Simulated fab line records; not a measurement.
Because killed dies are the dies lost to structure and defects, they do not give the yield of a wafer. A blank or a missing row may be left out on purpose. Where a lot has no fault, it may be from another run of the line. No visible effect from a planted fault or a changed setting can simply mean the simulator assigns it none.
Which tool is to blame?	flow gf180mcu	6 lots, 18 wafers sampled, at 3 steps of a route of 602

## WHAT THE GAUGES READ, wafer by wafer
GF_NWELL_OVL_MEAS_07.
lot	measured	on	NWELL_OVL (nm)
L824	day 3 12:49	overlay-01	2.1 -0.4 1.4
L826	day 4 01:01	overlay-01	-0.2 0.1 0.9
L829	day 4 16:07	overlay-01	-2.7 -1.9 -1.9
L832	day 5 09:36	overlay-01	0.1 1.6 1.4
L834	day 5 18:49	overlay-02	0.6 -1.0 -1.7
L838	day 6 16:21	overlay-01	-0.8 -1.8 -3.1

## EACH LOT AND THE TOOL THAT RAN IT (in order: tool; ch and the chambers of the sampled wafers; start)
lot	GF_STI_ETCH_14	GF_STI_CMP_25
L824	rieSi-02 ch 0,2,3, day 2 06:06	cmp-02 ch 2,3, day 2 08:50
L826	rieSi-02 ch 0,2, day 2 18:37	cmp-01 ch 0,1,3, day 2 20:35
L829	rieSi-01 ch 0,1,2, day 3 08:18	cmp-01 ch 0,1,3, day 3 10:18
L832	rieSi-02 ch 0,3, day 4 00:15	cmp-01 ch 2,3, day 4 02:06
L834	rieSi-02 ch 0,2, day 4 10:28	cmp-02 ch 0,2,3, day 4 12:25
L838	rieSi-01 ch 0,1,3, day 5 06:09	cmp-01 ch 0,3, day 5 08:38
- GF_STI_ETCH_14: etches Si in HBr/Cl2/O2, target depth 360 nm, time 102.9 s.
- GF_STI_CMP_25: polishes, stops on Si3N4, t overpolish 33 s, target thk 524.6 nm.

## THE ANSWER, worked out from the rows above alone
Rule: what is usual is taken from the lots themselves. The widest of any qualifying gaps counts: lots, ordered by their means at a reading, are off when they make up no more than a third of the lots, leave a main group of 4 or more, and stand apart from it by 3 or more times the standard deviation of that group's means. A main group whose means are all the same, to the digits that the tables above print for the reading, isn't used. Also off: a lot with no number at a reading for which 4 or more lots have one. All remaining lots with rows at the step are treated as sound.
None of the lots is off at any reading shown; this tells nothing.

## WHAT HAD BEEN PUT IN BY THE SIMULATOR
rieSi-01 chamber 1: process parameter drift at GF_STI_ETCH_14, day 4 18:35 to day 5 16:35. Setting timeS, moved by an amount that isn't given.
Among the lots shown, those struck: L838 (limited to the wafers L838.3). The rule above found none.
